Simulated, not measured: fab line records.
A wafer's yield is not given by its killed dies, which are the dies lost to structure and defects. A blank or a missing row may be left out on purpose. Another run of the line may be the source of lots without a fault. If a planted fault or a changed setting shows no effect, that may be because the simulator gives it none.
Split-lot experiment + flow sky130 + 23 wafers read from 5 lots, route of 708 steps

THE SPLIT ITSELF
At SKY_SD_N_COAT_02 (resist thk 1140 nm), the setting resist thk nm was moved away from the recipe's 1140 nm on 8 of the 23 wafers read, by -5.7% to +4.2%. This setting was run at the recipe's value on the other wafers.

FROM THE SPLIT TO THE READING: what the file shows between them, 4 steps
- SKY_SD_N_SOFTBAKE_03: time 60 s
- SKY_SD_N_EXPOSE_04: exposes mask NSDM, target cd 380 nm
- SKY_SD_N_PEB_05
- SKY_SD_N_DEVELOP_06: develop time 60 s

THE READING
cd nm at SKY_SD_N_CD_MEAS_07, given in nm (cd target 380 nm). Typical for fault-free wafers on this fab line: 379.3 nm, with standard deviation 2.4 nm.

| wafer  | tool, chamber at the split | resist thk nm as run, nm | against the recipe | cd nm, nm | against lot-mates on the recipe |
|--------|----------------------------|--------------------------|--------------------|-----------|---------------------------------|
| L074.1 | litho track-02, 0          | 1140                     | recipe             | 381.0     | -                               |
| L074.2 | litho track-02, 0          | 1140                     | recipe             | 383.0     | -                               |
| L074.5 | litho track-02, 0          | 1140                     | recipe             | 384.5     | -                               |
| L077.2 | litho track-02, 0          | 1140                     | recipe             | 380.8     | -                               |
| L077.3 | litho track-02, 0          | 1140                     | recipe             | 380.4     | -                               |
| L077.4 | litho track-02, 0          | 1160                     | +1.8%              | 379.5     | -1.4                            |
| L077.5 | litho track-02, 0          | 1160                     | +1.8%              | 379.9     | -1.0                            |
| L077.6 | litho track-02, 0          | 1140                     | recipe             | 381.6     | -                               |
| L078.1 | litho track-04, 0          | 1140                     | recipe             | 379.1     | -                               |
| L078.3 | litho track-04, 0          | 1140                     | recipe             | 376.9     | -                               |
| L078.4 | litho track-04, 0          | 1140                     | recipe             | 379.2     | -                               |
| L078.5 | litho track-04, 0          | 1075                     | -5.7%              | 384.3     | +5.9                            |
| L078.6 | litho track-04, 0          | 1075                     | -5.7%              | 385.0     | +6.6                            |
| L080.1 | litho track-04, 0          | 1188                     | +4.2%              | 374.0     | -4.9                            |
| L080.2 | litho track-04, 0          | 1188                     | +4.2%              | 373.5     | -5.4                            |
| L080.3 | litho track-04, 0          | 1140                     | recipe             | 379.1     | -                               |
| L080.5 | litho track-04, 0          | 1140                     | recipe             | 378.9     | -                               |
| L080.6 | litho track-04, 0          | 1140                     | recipe             | 378.6     | -                               |
| L084.1 | litho track-04, 0          | 1140                     | recipe             | 381.4     | -                               |
| L084.2 | litho track-04, 0          | 1174                     | +3.0%              | 376.1     | -4.8                            |
| L084.3 | litho track-04, 0          | 1174                     | +3.0%              | 376.4     | -4.5                            |
| L084.4 | litho track-04, 0          | 1140                     | recipe             | 380.1     | -                               |
| L084.6 | litho track-04, 0          | 1140                     | recipe             | 381.1     | -                               |

THE FIT
A straight line over all 23 wafers: cd nm changes by -1.04 nm for each +1% of resist thk nm; r = -0.81; the points scatter about the line by 1.8 nm.
The same after taking each lot's own level away (the mean of its wafers on the recipe; 23 wafers): -1.17 nm for each +1%; r = -0.96; scatter 0.87 nm.
According to that fit, moving resist thk nm by its largest amount changes the reading by 6.7 nm.
Measured against the standard deviation above, the lots' own levels, which go from 378.40 to 382.83 nm, span 1.8 times it.
So the lot-to-lot level changes the slope: the two fits differ.
Check: +6.95 nm against its lot-mates is what the line predicts for one of the wafers moved furthest among these (-5.7%) when that wafer is left out of the fit. Against them it came out at +5.9 nm.

THESE WAFERS: OTHER SPLITS
These wafers also went through other splits before the reading. Each is held against what the fit with the lots' levels taken away leaves over:
| other split on the same wafers      | wafers away from the commonest value | r with cd nm (lot level and that fit taken away) |
|-------------------------------------|--------------------------------------|--------------------------------------------------|
| SKY_LDD_HVP_SOFTBAKE_03 temp c      | 6                                    | -0.06                                            |
| SKY_LDD_LDN_IMPLANT_08 energy kev   | 7                                    | +0.11                                            |
| SKY_LDD_LDN_IMPLANT_09 energy kev   | 8                                    | -0.08                                            |
| SKY_SD_P_DEVELOP_06 dev temp c      | 10                                   | +0.08                                            |
| SKY_RES_XHIGH_COAT_02 resist thk nm | 8                                    | +0.23                                            |

THE WHOLE CHAIN: every reading that the file lists as answering this split, in the file's order
| step                | what it does       | reading                                                                         | change (the file's fit)              | r (the file's) |
|---------------------|--------------------|---------------------------------------------------------------------------------|--------------------------------------|----------------|
| SKY_SD_N_COAT_02    | resist thk 1140 nm | NOVOLAK_of_SD_N_COAT_02.thk nm (the simulator's own value, which no gauge read) | +11.5 nm for each +1% of the setting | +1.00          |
| SKY_SD_N_CD_MEAS_07 | target cd 380 nm   | cd nm                                                                           | -1.17 nm for each +1% of the setting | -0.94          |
| SKY_SD_N_STRIP_11   | strips in O2/N2    | strip time to endpoint s                                                        | withheld for each +1% of the setting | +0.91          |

THE FILE'S OWN FIT
cd nm changes by -1.17 nm for each +1% of resist thk nm, r = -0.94.
